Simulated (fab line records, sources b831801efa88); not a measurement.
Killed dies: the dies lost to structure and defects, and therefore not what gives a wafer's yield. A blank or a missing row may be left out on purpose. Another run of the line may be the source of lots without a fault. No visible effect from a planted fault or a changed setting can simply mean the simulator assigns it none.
Comparing a struck lot with a sound one -- flow gf180mcu -- 17 steps out of a route of 602
Sound: wafers L988.1, L988.2, L988.5. Wafers L987.2, L987.3, L987.5 were the ones struck. The cause is named last.
Order at every step that has rows: each side's tool, ch and its chambers, its first start. Under that, the readings that differ: sound wafers -- struck wafers -- difference of the means -- sigmas: that difference in standard deviations of wafers without a fault.
alike: words and numbers the same on both sides, and readings whose means are apart by under 2 such deviations; not compared: readings that were withheld, readings missing a value for some wafer, numbers with overlapping values and no deviation given by the record, and bounds like >300 which may hide the same value.
A row with sigmas, a row that says differs or no value, or rows on one side alone: a step with any of these is where the two part. When numbers do not overlap yet have no deviation, they are printed without sigmas and do not part them. A reading missing from all wafers of one side parts the sides only when that side holds two or more wafers.

first, 1 step without rows for these wafers: GF_STI_OXIDATION_01 (stabilise 600 s, purge 300 s, target thk 10 nm).
GF_STI_THK_MEAS_02:
  sound on film_metro-02, day 5 10:47; struck on film_metro-04, day 5 06:43
  alike: STI_OXIDATION_THK
then, 1 step without rows for these wafers: GF_STI_CVD_03 (deposits Si3N4 from DCS/NH3, target thk 207.16 nm, time 3551 s).
GF_STI_THK_MEAS_04:
  sound on film_metro-02, day 5 12:50; struck on film_metro-03, day 5 08:46
  alike: STI_CVD_03_THK
then, 7 steps without rows for these wafers: GF_STI_DEHYDRATE_05 (time 60 s); GF_STI_HMDS_06 (prime time 60 s); GF_STI_COAT_07 (resist thk 700 nm); GF_STI_SOFTBAKE_08 (time 60 s); GF_STI_EXPOSE_09 (exposes mask COMP, target cd 220 nm); GF_STI_PEB_10 (peb time 90 s); GF_STI_DEVELOP_11 (develop time 60 s).
GF_STI_CD_MEAS_12 targets a cd of 220 nm.
  sound on cd_sem-01, day 6 04:10; struck on cd_sem-02, day 5 23:02
reading,sound,struck,difference,sigmas
cd_nm (nm),218.6 218.4 217.9,222.2 221.8 221.1,+3.4,+2
GF_STI_ETCH_13: etches the open film in CHF3/O2, stops on Si, target depth 282.31 nm, time 112.9 s.
  sound on rie_diel-02 ch 0,1, day 6 04:17; struck on rie_diel-04 ch 0,1,3, day 5 23:08
  no value came back on the struck wafers for any of 5 readings (O2_flow_sccm (sccm), bias_w (W) and others); on the sound wafers O2_flow_sccm (sccm) reads 5.037 4.995 4.982
reading,sound,struck,difference,sigmas
model.KrF_of_STI_COAT_07.thk_nm (nm),434.6 433.9 433.2,685.6 687.1 684.5,+251.8,
  not compared: rf_hours_counter_h
GF_STI_ETCH_14: etches Si in HBr/Cl2/O2, target depth 360 nm, time 102.9 s.
  sound on rie_si-02 ch 0,1, day 6 04:22; struck on rie_si-01 ch 0,1,3, day 5 23:13
reading,sound,struck,difference,sigmas
model.KrF_of_STI_COAT_07.thk_nm (nm),316.5 313.6 315.4,566.1 564.7 564.3,+249.9,
  alike: HBr_flow_sccm, O2_flow_sccm, drypump_motor_current_A, oes_product_au, throttle_valve_pct
  not compared: rf_hours_counter_h
GF_STI_STRIP_15: strips in O2/N2.
  sound on plasma_asher-01 ch 0,1, day 6 04:26; struck on plasma_asher-02 ch 0, day 5 23:17
reading,sound,struck,difference,sigmas
oes_product_au (a.u.),0.383 0.377 0.375,0.495 0.484 0.484,+0.109,+22
strip_time_to_endpoint_s (s),3.69 3.66 3.66,6.25 6.24 6.22,+2.57,+47
  alike: drypump_motor_current_A, heater_power_w, n2_flow_sccm, platen_temp_c
  not compared: rf_hours_counter_h
then, 2 steps without rows for these wafers: GF_STI_CLEAN_16 (cleans in dHF, time 25 s); GF_PASSIVATION_PROBE_99.

## WHERE THEY PART
First at GF_STI_CD_MEAS_12; last, within this record, at GF_STI_STRIP_15.

WHY: what had been put in by the simulator
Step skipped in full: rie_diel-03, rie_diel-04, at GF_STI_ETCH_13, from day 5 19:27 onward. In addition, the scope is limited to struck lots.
